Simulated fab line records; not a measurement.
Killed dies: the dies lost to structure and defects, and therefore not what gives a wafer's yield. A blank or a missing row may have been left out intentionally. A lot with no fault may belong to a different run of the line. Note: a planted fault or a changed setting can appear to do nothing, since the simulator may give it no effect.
Problem report, 8D (eight disciplines) form, completed by code ; flow gf180mcu ; the parts of the form that need people (team, actions taken, sign-off) are left out

== 1. WHAT IS WRONG ==
oes_product_au at GF_PASSIVATION_ETCH_11 reads a mean of 0.896 a.u. on 2 wafers of 2 lots; wafers without a fault read 0.964 a.u. with a standard deviation of 0.0078. That puts it -8.7 standard deviations away from the usual mean.
The step: etches the open film in CF4/O2, stops on TiN, target depth 1800 nm, time 400 s.
Earliest sighting: wafer L642.2 on rie_diel-02 at day 33 15:46. At this step, 42 wafers from 14 lots have a number in the record. By rule, "out" or "out of limits" means more than 4 standard deviations away from the usual mean. Any other wafer with a number is counted as sound.

== 2. WHAT IT IS AND WHAT IT IS NOT ==
question;is;is not
which readings at this step;oes_product_au;cf4_flow_sccm, chamber_pressure_mTorr, drypump_motor_current_A, rf_fwd_power_W
which lots;L642, L643;L626, L627, L628, L629, L630, L631, L633, L634, L636, L646, L648, L649
which wafers of those lots;L642.2, L643.1;L642.3, L642.6, L643.2, L643.4
read on which tools;rie_diel-02;rie_diel-01, rie_diel-03
when;from day 33 15:46;"up to then (29 sound wafers); but 11 sound wafers of L643, L646, L648, L649 came after"

== 3. THE SUSPECTS, EACH WITH WHAT RULES IT OUT ==
Counting: any tool at a process step up to the reading remains a suspect provided it ran every lot that is out. Sound lots after the first of them don't rule it out here, since some wafers of a struck lot are sound.
- pvd_sputter-02 at GF_MIM_SPUTTER_01 (material TiN, target thk 30 nm, time 25 s): kept. Every lot that is out went through it, the first being L642 (day 29 20:56); the last sound lot it ran before that was L633 (day 27 01:46).
- rie_diel-02 at GF_PASSIVATION_ETCH_11 (etches the open film in CF4/O2, stops on TiN, target depth 1800 nm, time 400 s): kept. Every lot that is out went through it, the first being L642 (day 33 15:46); the last sound lot it ran before that was L634 (day 31 18:16). Out on those wafers are its own readings of oes_product_au.
- In rie_diel-02 at GF_PASSIVATION_ETCH_11, the wafers that are out were processed in chamber 0 and their sound lot-mates in chambers 2, 3.
What counting leaves: pvd_sputter-02 at GF_MIM_SPUTTER_01 and rie_diel-02 at GF_PASSIVATION_ETCH_11.

== 4. THE CAUSE (what the simulator had put in) ==
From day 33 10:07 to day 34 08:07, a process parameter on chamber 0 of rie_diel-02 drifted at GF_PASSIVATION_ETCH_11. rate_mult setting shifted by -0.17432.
After counting, 2 suspects remain, this tool included.

== 5. THE EFFECT CHAIN, in route order ==
One row per reading whose mean, taken over the struck wafers that have a number, lies over 3 standard deviations from the usual. Readings are gone through only where the record gives a usual standard deviation; hours: the median, over the lots, of the time from a lot's start at the first step in this table giving one to that lot's start at this step; sigmas: the change measured in usual standard deviations.
hours;step;reading;usual;on struck wafers;change;sigmas
0;GF_PASSIVATION_ETCH_11;oes_product_au;0.964 a.u.;0.896;-0.068;-8.7
0;GF_PASSIVATION_STRIP_12;strip_time_to_endpoint_s;34.73 s;37.31;+2.58;+8.6
The process steps in it:
- GF_PASSIVATION_ETCH_11: etches the open film in CF4/O2, stops on TiN, target depth 1800 nm, time 400 s.
- GF_PASSIVATION_STRIP_12: strips in O2/N2.

== 6. HOW IT WOULD HAVE BEEN CAUGHT EARLIER ==
6 hours passed between the start of the fault at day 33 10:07 and the first reading out of limits in this record, taken at day 33 15:46.
